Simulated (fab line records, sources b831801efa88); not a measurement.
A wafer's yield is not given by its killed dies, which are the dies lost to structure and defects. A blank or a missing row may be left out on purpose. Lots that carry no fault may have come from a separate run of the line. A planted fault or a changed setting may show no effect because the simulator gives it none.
Which tool did it?	flow sky130	24 lots, 72 wafers sampled, at 6 steps of a route of 708

## WHAT EACH GAUGE READ, for each wafer
SKY_LI_CONTACT_OVL_MEAS_13.
lot	measured	on	LI_CONTACT_OVL (nm)
L074	day 29 09:32	overlay-02	8 10 13
L075	day 29 12:46	overlay-02	0 4 0
L076	day 29 16:59	overlay-01	-3 0 -6
L078	day 29 18:46	overlay-01	-7 -3 0
L077	day 30 07:39	overlay-02	1 7 -1
L079	day 30 11:32	overlay-02	-5 -5 -1
L080	day 30 20:35	overlay-01	-2 -1 -2
L081	day 31 17:08	overlay-02	-3 -3 -4
L082	day 31 18:08	overlay-02	1 1 0
L083	day 31 21:47	overlay-02	7 5 6
L084	day 32 05:13	overlay-01	-3 -3 -1
L085	day 32 13:08	overlay-01	-2 -5 -5
L086	day 32 19:30	overlay-02	4 6 11
L087	day 33 05:28	overlay-02	6 10 7
L088	day 33 17:17	overlay-02	-4 -5 0
L089	day 33 23:15	overlay-01	10 11 6
L090	day 34 07:56	overlay-02	3 4 3
L091	day 34 18:17	overlay-01	8 3 6
L092	day 34 19:37	overlay-02	-3 -1 0
L093	day 35 05:13	overlay-02	-2 0 4
L094	day 35 08:22	overlay-01	4 1 2
L095	day 35 18:59	overlay-02	3 -1 1
L096	day 36 01:53	overlay-02	-4 -9 -4
L097	day 36 18:17	overlay-02	-2 -5 -3

SKY_METAL1_OVL_MEAS_16.
lot	measured	on	METAL1_OVL (nm)
L074	day 32 23:01	overlay-02	-3 -2 2
L075	day 33 03:40	overlay-01	-5 -6 -4
L076	day 33 07:22	overlay-01	-15 -17 -7
L078	day 33 09:01	overlay-01	-10 -4 -5
L077	day 33 21:08	overlay-01	5 2 3
L079	day 34 01:16	overlay-01	1 0 6
L080	day 34 09:56	overlay-01	-3 0 1
L081	day 35 06:02	overlay-02	-2 -6 -2
L082	day 35 06:07	overlay-01	6 -1 5
L083	day 35 10:20	overlay-02	-5 -8 -9
L084	day 35 17:02	overlay-02	-14 -9 -18
L085	day 36 00:16	overlay-02	-3 -9 -6
L086	day 36 06:14	overlay-01	-8 -10 -8
L087	day 36 17:10	overlay-02	-2 -5 -3
L088	day 37 03:53	overlay-01	-7 -4 -11
L089	day 37 08:32	overlay-01	-3 -1 -4
L090	day 37 18:30	overlay-01	-7 -3 -5
L091	day 38 04:41	overlay-02	-11 -15 -9
L092	day 38 05:35	overlay-02	-5 -2 -6
L093	day 38 14:20	overlay-01	2 -6 -5
L094	day 38 17:56	overlay-02	-3 -9 -6
L095	day 39 04:08	overlay-02	-8 -16 -13
L096	day 39 10:38	overlay-02	-2 -5 -7
L097	day 40 01:45	overlay-02	-13 -7 -9

## WHICH TOOL RAN EACH LOT (tool, then ch and the chambers of the sampled wafers, then the start)
lot	SKY_LDD_N_STRIP_16	SKY_LI_CONTACT_ETCH_14	SKY_LOCAL_INTERCONNECT_SPUTTER_00	SKY_CONTACT_ETCH_17
L074	plasma-asher-02 ch 0,1, day 18 02:30	rie-diel-03 ch 1,2,3, day 29 09:35	pvd-sputter-02, day 29 10:44	rie-diel-03 ch 1,2,3, day 31 19:07
L075	plasma-asher-03 ch 0,1, day 18 04:34	rie-diel-01 ch 1,2,3, day 29 12:49	pvd-sputter-01, day 29 13:59	rie-diel-01 ch 0,1,3, day 31 23:28
L076	plasma-asher-02 ch 1, day 18 04:52	rie-diel-03 ch 0,1,3, day 29 17:02	pvd-sputter-02, day 29 18:11	rie-diel-01 ch 0,1,2, day 32 02:13
L078	plasma-asher-02 ch 0,1, day 18 12:39	rie-diel-03 ch 0,1,3, day 29 18:49	pvd-sputter-01, day 29 19:59	rie-diel-02 ch 1,2,3, day 32 04:46
L077	plasma-asher-04 ch 0,1, day 18 15:10	rie-diel-04 ch 1,2, day 30 07:41	pvd-sputter-01, day 30 08:50	rie-diel-02 ch 2,3, day 32 17:16
L079	plasma-asher-03 ch 0,1, day 19 05:17	rie-diel-03 ch 0,1,2, day 30 11:35	pvd-sputter-01, day 30 12:46	rie-diel-03 ch 1,2,3, day 32 21:04
L080	plasma-asher-04 ch 0,1, day 19 14:05	rie-diel-01 ch 0,1,2, day 30 20:37	pvd-sputter-01, day 30 21:47	rie-diel-01 ch 0,1,2, day 33 05:49
L081	plasma-asher-03 ch 0,1, day 20 02:05	rie-diel-03 ch 0,1,3, day 31 17:10	pvd-sputter-01, day 31 18:30	rie-diel-01 ch 0,2, day 34 02:16
L082	plasma-asher-04 ch 0,1, day 20 09:29	rie-diel-01 ch 0,1,2, day 31 18:10	pvd-sputter-02, day 31 19:20	rie-diel-03 ch 0,1,2, day 34 02:37
L083	plasma-asher-03 ch 0,1, day 20 18:04	rie-diel-01 ch 0,1,3, day 31 21:49	pvd-sputter-01, day 31 22:59	rie-diel-03 ch 0,2,3, day 34 06:46
L084	plasma-asher-03 ch 1, day 21 02:44	rie-diel-01 ch 1,3, day 32 05:16	pvd-sputter-04, day 32 06:26	rie-diel-01 ch 0,2,3, day 34 13:16
L085	plasma-asher-03 ch 0,1, day 21 10:59	rie-diel-03 ch 2,3, day 32 13:10	pvd-sputter-04, day 32 14:20	rie-diel-03 ch 0,1,2, day 34 20:37
L086	plasma-asher-03 ch 0,1, day 21 20:33	rie-diel-04 ch 1,2,3, day 32 19:32	pvd-sputter-02, day 32 20:42	rie-diel-02 ch 0,1, day 35 02:55
L087	plasma-asher-04 ch 0,1, day 22 04:54	rie-diel-04 ch 1,2,3, day 33 05:31	pvd-sputter-04, day 33 06:41	rie-diel-01 ch 0,1,2, day 35 13:16
L088	plasma-asher-02 ch 0,1, day 22 21:28	rie-diel-04 ch 0,1, day 33 17:19	pvd-sputter-01, day 33 18:29	rie-diel-03 ch 1,3, day 36 00:28
L089	plasma-asher-03 ch 0,1, day 23 04:44	rie-diel-01 ch 0,1, day 33 23:17	pvd-sputter-01, day 34 00:27	rie-diel-02 ch 1,2,3, day 36 05:19
L090	plasma-asher-02 ch 0,1, day 23 14:40	rie-diel-01 ch 0,1,2, day 34 07:58	pvd-sputter-02, day 34 09:08	rie-diel-03 ch 0,3, day 36 14:55
L091	plasma-asher-02 ch 0,1, day 23 22:48	rie-diel-03 ch 1,3, day 34 18:19	pvd-sputter-04, day 34 19:29	rie-diel-02 ch 0,1,2, day 37 01:10
L092	plasma-asher-03 ch 0,1, day 24 03:18	rie-diel-04 ch 1,2,3, day 34 19:40	pvd-sputter-02, day 34 20:50	rie-diel-02 ch 0,1,2, day 37 02:10
L093	plasma-asher-03 ch 0, day 24 14:52	rie-diel-04 ch 0,3, day 35 05:16	pvd-sputter-02, day 35 06:26	rie-diel-02 ch 1,2, day 37 11:04
L094	plasma-asher-02 ch 0,1, day 24 16:17	rie-diel-04 ch 0,1,3, day 35 08:25	pvd-sputter-04, day 35 09:35	rie-diel-02 ch 1,2, day 37 14:34
L095	plasma-asher-02 ch 0,1, day 25 03:02	rie-diel-03 ch 0,2,3, day 35 19:01	pvd-sputter-01, day 35 20:12	rie-diel-02 ch 0,1, day 38 01:34
L096	plasma-asher-04 ch 0,1, day 25 14:40	rie-diel-01 ch 2,3, day 36 01:55	pvd-sputter-02, day 36 03:06	rie-diel-02 ch 0,3, day 38 08:43
L097	plasma-asher-02 ch 0,1, day 26 09:58	rie-diel-03 ch 0,1,2, day 36 18:19	pvd-sputter-04, day 36 19:29	rie-diel-01 ch 2,3, day 38 23:49
- SKY_LDD_N_STRIP_16: strips in O2/N2.
- SKY_LI_CONTACT_ETCH_14: etches BARC in N2/H2, stops on SiO2, time 45.9 s, target depth 60 nm.
- SKY_LOCAL_INTERCONNECT_SPUTTER_00: material TiN, target thk 100 nm, time 83.3 s.
- SKY_CONTACT_ETCH_17: etches SiO2 in C4F8/O2/Ar, stops on Si3N4, target depth 340 nm.

## AS READ BY THE TOOLS THEMSELVES (means over the sampled wafers that have a number; for cases with no such wafer, the mark the record gives instead)
SKY_LDD_N_STRIP_16.
lot	tool	drypump-motor-current-A (A)	n2-flow-sccm (sccm)	oes-product-au (a.u.)	strip-time-to-endpoint-s (s)
L074	plasma-asher-02	5.7	300.2	0.404	4.314
L075	plasma-asher-03	4.9	299.4	0.402	4.301
L076	plasma-asher-02	5.5	298.4	0.407	4.308
L078	plasma-asher-02	5.9	299.7	0.407	4.293
L077	plasma-asher-04	5.7	298.8	0.405	4.330
L079	plasma-asher-03	4.9	300.1	0.406	4.300
L080	plasma-asher-04	5.6	300.1	0.409	4.297
L081	plasma-asher-03	4.9	300.3	0.410	4.319
L082	plasma-asher-04	5.7	300.1	0.409	4.322
L083	plasma-asher-03	4.9	299.8	0.405	4.280
L084	plasma-asher-03	5.0	299.4	0.405	4.339
L085	plasma-asher-03	4.9	300.4	0.408	4.335
L086	plasma-asher-03	5.0	300.6	0.407	4.297
L087	plasma-asher-04	5.6	299.9	0.404	4.314
L088	plasma-asher-02	5.9	300.2	0.407	4.309
L089	plasma-asher-03	4.9	299.6	0.409	4.329
L090	plasma-asher-02	5.9	300.1	0.409	4.313
L091	plasma-asher-02	5.7	300.4	0.406	4.286
L092	plasma-asher-03	4.9	301.1	0.404	4.313
L093	plasma-asher-03	4.8	299.2	0.408	4.335
L094	plasma-asher-02	5.7	298.9	0.404	4.333
L095	plasma-asher-02	5.7	299.7	0.404	4.324
L096	plasma-asher-04	5.7	300.9	0.407	4.315
L097	plasma-asher-02	5.7	299.2	0.406	4.296

SKY_LI_CONTACT_ETCH_14.
lot	tool	bias-w (W)	drypump-motor-current-A (A)	h2-flow-sccm (sccm)	n2-flow-sccm (sccm)	oes-product-au (a.u.)	throttle-valve-pct (%)
L074	rie-diel-03	100.11	5.7	200.0	100.08	0.850	13.224
L075	rie-diel-01	99.95	5.9	200.4	100.00	0.855	13.225
L076	rie-diel-03	99.99	5.8	199.7	99.93	0.852	13.229
L078	rie-diel-03	100.27	5.8	200.1	100.08	0.853	13.226
L077	rie-diel-04	100.01	5.9	199.6	100.03	0.855	13.213
L079	rie-diel-03	100.36	5.8	200.2	99.63	0.855	13.227
L080	rie-diel-01	100.03	6.0	200.6	100.16	0.854	13.237
L081	rie-diel-03	100.23	5.8	200.6	100.05	0.856	13.228
L082	rie-diel-01	100.22	6.0	199.9	99.92	0.856	13.214
L083	rie-diel-01	100.15	6.0	199.9	100.20	0.853	13.219
L084	rie-diel-01	100.09	5.9	199.9	100.26	0.851	13.222
L085	rie-diel-03	99.75	5.5	200.0	99.77	0.848	13.217
L086	rie-diel-04	100.00	5.5	199.9	100.11	0.847	13.230
L087	rie-diel-04	100.07	5.5	199.5	100.17	0.856	13.231
L088	rie-diel-04	100.23	5.9	199.7	99.95	0.852	13.230
L089	rie-diel-01	99.78	5.9	199.9	99.59	0.857	13.225
L090	rie-diel-01	100.13	6.0	200.3	99.64	0.851	13.233
L091	rie-diel-03	100.03	5.9	199.5	100.35	0.849	13.228
L092	rie-diel-04	100.06	5.4	199.9	99.77	0.859	13.215
L093	rie-diel-04	99.86	5.9	199.8	99.61	0.859	13.220
L094	rie-diel-04	99.60	5.4	200.1	99.96	0.856	13.222
L095	rie-diel-03	100.03	5.6	199.7	100.22	0.856	13.220
L096	rie-diel-01	99.93	6.0	199.3	99.97	0.854	13.231
L097	rie-diel-03	100.25	5.8	200.0	99.63	0.853	13.226

SKY_LOCAL_INTERCONNECT_SPUTTER_00.
lot	tool	substrate-temp-c (C)	throttle-valve-pct (%)
L074	pvd-sputter-02	299.98	29.5
L075	pvd-sputter-01	300.02	31.5
L076	pvd-sputter-02	299.99	30.7
L078	pvd-sputter-01	300.06	30.6
L077	pvd-sputter-01	299.95	30.5
L079	pvd-sputter-01	300.03	31.6
L080	pvd-sputter-01	299.79	30.4
L081	pvd-sputter-01	299.94	30.6
L082	pvd-sputter-02	300.00	29.2
L083	pvd-sputter-01	299.98	30.6
L084	pvd-sputter-04	300.13	29.2
L085	pvd-sputter-04	300.02	29.8
L086	pvd-sputter-02	300.00	29.3
L087	pvd-sputter-04	300.11	30.4
L088	pvd-sputter-01	300.06	30.6
L089	pvd-sputter-01	300.07	30.7
L090	pvd-sputter-02	299.87	29.7
L091	pvd-sputter-04	300.04	30.0
L092	pvd-sputter-02	300.04	29.3
L093	pvd-sputter-02	300.04	29.2
L094	pvd-sputter-04	300.11	29.4
L095	pvd-sputter-01	300.12	29.7
L096	pvd-sputter-02	300.08	29.9
L097	pvd-sputter-04	300.10	31.0

SKY_CONTACT_ETCH_17.
lot	tool	bias-w (W)	oes-product-au (a.u.)
L074	rie-diel-03	1199	0.892
L075	rie-diel-01	1202	0.888
L076	rie-diel-01	1205	0.892
L078	rie-diel-02	1201	0.892
L077	rie-diel-02	1197	0.888
L079	rie-diel-03	1198	0.891
L080	rie-diel-01	1198	0.892
L081	rie-diel-01	1198	0.892
L082	rie-diel-03	1198	0.894
L083	rie-diel-03	1200	0.894
L084	rie-diel-01	1202	0.891
L085	rie-diel-03	1200	0.892
L086	rie-diel-02	1202	0.889
L087	rie-diel-01	1202	0.887
L088	rie-diel-03	1201	0.889
L089	rie-diel-02	1201	0.891
L090	rie-diel-03	1199	0.898
L091	rie-diel-02	1201	0.893
L092	rie-diel-02	1198	0.890
L093	rie-diel-02	1199	0.890
L094	rie-diel-02	1202	0.896
L095	rie-diel-02	1197	0.892
L096	rie-diel-02	1199	0.892
L097	rie-diel-01	1202	0.890

## THE ANSWER, worked out from the rows above alone
Rule: the lots themselves supply what counts as usual. The widest of any qualifying gaps counts: lots, ordered by their means at a reading, are off when they make up no more than a third of the lots, leave a main group of 4 or more, and stand apart from it by 3 or more times the standard deviation of that group's means. If all means in a main group match to the digits the tables above print for the reading, that group is not used. Also off: a lot with no number at a reading for which 4 or more lots have one. All remaining lots with rows at the step are treated as sound. The gauges are gone through in route order, then the tools' own readings, and for those a lot's mean is taken as printed above. At the first step where some lot is off, the reading lying furthest off is the one used; lots without a number count as furthest.
None of the lots is off at any reading shown; this tells nothing.

## WHAT THE SIMULATOR PUT IN
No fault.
